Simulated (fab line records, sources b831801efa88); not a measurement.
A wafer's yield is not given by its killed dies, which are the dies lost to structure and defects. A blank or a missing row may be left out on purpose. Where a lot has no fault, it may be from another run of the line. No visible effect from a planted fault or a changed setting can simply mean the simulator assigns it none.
What tool caused it?	flow gf180mcu	Sampling: 6 lots, 18 wafers, 2 of 602 route steps

== WHAT THE GAUGES READ, wafer by wafer ==
GF_NWELL_OVL_MEAS_07.
lot	measured	on	NWELL_OVL (nm)
L175	day 3 12:32	overlay-02	-1.0 -1.2 1.5
L178	day 4 10:19	overlay-01	-1.5 -2.3 0.0
L181	day 4 23:23	overlay-01	0.6 -2.3 0.8
L185	day 5 22:01	overlay-02	-1.9 -0.1 -1.8
L187	day 6 07:53	overlay-01	1.2 0.7 0.5
L189	day 6 16:59	overlay-01	-1.5 -1.1 -2.4

== WHAT TOOL EACH LOT RAN ON (gives the tool, then ch and the chambers of the sampled wafers, and finally the start) ==
lot	GF_NWELL_EXPOSE_04
L175	ilineStepper-02 ch 0, day 3 06:37
L178	ilineStepper-01 ch 0, day 4 03:19
L181	ilineStepper-02 ch 0, day 4 16:14
L185	ilineStepper-01 ch 0, day 5 15:13
L187	ilineStepper-01 ch 0, day 6 00:25
L189	ilineStepper-01 ch 0, day 6 09:37
- GF_NWELL_EXPOSE_04: exposes mask Nwell, target cd 860 nm.

== THE ANSWER, worked out from the rows above alone ==
Rule: the usual values come from the lots themselves. Put in order of their means at a reading, lots are off if they are a third of the lots or fewer, leave a main group of 4 or more, and stand apart from it by a gap of 3 or more times the standard deviation of the main group's means; of several such gaps the widest counts. Not used: any main group whose means are identical at the precision the tables above print for the reading. A lot without any number at a reading at which 4 lots or more have one is off too. Where the step has rows for the other lots, those lots are counted as sound.
None of the lots is off at any reading shown; this tells nothing.

== WHAT THE SIMULATOR HAD PUT IN ==
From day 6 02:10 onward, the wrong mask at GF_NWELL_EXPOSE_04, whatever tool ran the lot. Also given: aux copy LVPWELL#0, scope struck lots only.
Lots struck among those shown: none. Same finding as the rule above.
